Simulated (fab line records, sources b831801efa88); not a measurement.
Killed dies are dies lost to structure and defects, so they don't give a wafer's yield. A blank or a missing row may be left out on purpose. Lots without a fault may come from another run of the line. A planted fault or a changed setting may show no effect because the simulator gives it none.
Tool commonality check | flow sky130 | 13 lots, 39 wafers sampled

WHY IT WAS OPENED
At SKY_VT_ADJUST_HVTR_CD_MEAS_07 the reading cd_nm is flagged on 2 of 13 lots. Wafers without a fault read 379.8 nm, standard deviation 2.4.
Rule: a lot is flagged when every wafer of it that has a number lies more than 4 standard deviations from that mean, or none has a number. The other lots count as sound.

lot  | measured     | on        | cd_nm (nm), wafer by wafer | flag
L988 | day 9 13:56  | cd_sem-02 | 383.3 380.0 381.2          |
L989 | day 9 20:30  | cd_sem-02 | 375.6 377.5 378.9          |
L990 | day 9 21:53  | cd_sem-01 | 378.9 379.4 380.7          |
L991 | day 10 08:18 | cd_sem-02 | 376.2 377.1 377.5          |
L992 | day 10 16:07 | cd_sem-01 | 380.7 380.3 381.2          |
L993 | day 10 20:20 | cd_sem-02 | 382.0 381.6 381.0          |
L100 | day 13 10:44 | cd_sem-02 | 259.6 261.5 257.7          | FLAGGED
L101 | day 13 16:44 | cd_sem-02 | 263.0 261.7 263.3          | FLAGGED
L102 | day 13 18:44 | cd_sem-01 | 379.7 380.9 380.8          |
L105 | day 14 23:14 | cd_sem-02 | 382.0 380.6 383.4          |
L106 | day 15 07:46 | cd_sem-01 | 382.9 380.5 382.5          |
L110 | day 16 08:18 | cd_sem-02 | 379.7 382.3 382.0          |
L111 | day 16 12:14 | cd_sem-01 | 377.4 380.1 378.0          |
The numbers of the flagged lots are 261.1 nm on average: -118.7 nm against the usual, or -49 standard deviations.

WHICH TOOL RAN EACH LOT
The record holds 1 process step before the reading, out of a route of 708 steps. In each cell: the tool, then ch and the chambers that the sampled wafers went through, then the start.
lot  | flag    | SKY_VT_ADJUST_HVTR_DEVELOP_06
L988 |         | litho_track-01 ch 0, day 9 13:47
L989 |         | litho_track-04 ch 0, day 9 20:21
L990 |         | litho_track-01 ch 0, day 9 21:44
L991 |         | litho_track-04 ch 0, day 10 08:09
L992 |         | litho_track-03 ch 0, day 10 15:58
L993 |         | litho_track-04 ch 0, day 10 20:11
L100 | FLAGGED | litho_track-01 ch 0, day 13 10:35
L101 | FLAGGED | litho_track-01 ch 0, day 13 16:35
L102 |         | litho_track-04 ch 0, day 13 18:35
L105 |         | litho_track-04 ch 0, day 14 23:05
L106 |         | litho_track-04 ch 0, day 15 07:38
L110 |         | litho_track-04 ch 0, day 16 08:09
L111 |         | litho_track-03 ch 0, day 16 12:05
What these steps do:
- SKY_VT_ADJUST_HVTR_DEVELOP_06: develop time 60 s.
- SKY_VT_ADJUST_HVTR_CD_MEAS_07: target cd 380 nm.

FLAGGED OVER TOTAL, TOOL BY TOOL (the gauges that took the reading come last)
step                          | tool           | lots run | flagged | share of the flagged lots | sound lots run after its first flagged lot
SKY_VT_ADJUST_HVTR_DEVELOP_06 | litho_track-01 | 4        | 2       | all                       | 0
SKY_VT_ADJUST_HVTR_DEVELOP_06 | litho_track-03 | 2        | 0       | none                      | -
SKY_VT_ADJUST_HVTR_DEVELOP_06 | litho_track-04 | 7        | 0       | none                      | -
SKY_VT_ADJUST_HVTR_CD_MEAS_07 | cd_sem-01      | 5        | 0       | none                      | -
SKY_VT_ADJUST_HVTR_CD_MEAS_07 | cd_sem-02      | 8        | 2       | all                       | 2 (L105,L110)

WHAT THE TABLE ALLOWS
2 rows of the table ran every flagged lot: litho_track-01 at SKY_VT_ADJUST_HVTR_DEVELOP_06, cd_sem-02 at SKY_VT_ADJUST_HVTR_CD_MEAS_07.
- litho_track-01 at SKY_VT_ADJUST_HVTR_DEVELOP_06: 2 of its 4 lots flagged. Its last sound lot is L990 (day 9 21:44), its first flagged lot L100 (day 13 10:35): a fault that began between those two fits.
- cd_sem-02 at SKY_VT_ADJUST_HVTR_CD_MEAS_07: 2 of its 8 lots flagged. Sound lots ran on it after the first flagged one (L105, L110), which a lasting fault on the whole tool wouldn't allow.
One tool is left: litho_track-01 at SKY_VT_ADJUST_HVTR_DEVELOP_06.

WHAT THE SIMULATOR HAD PUT IN
Process parameter drift: litho_track-01, from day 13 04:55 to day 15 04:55, at SKY_VT_ADJUST_HVTR_DEVELOP_06. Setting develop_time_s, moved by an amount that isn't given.
Lots struck among those shown: L100, L101. The rule above found the same.
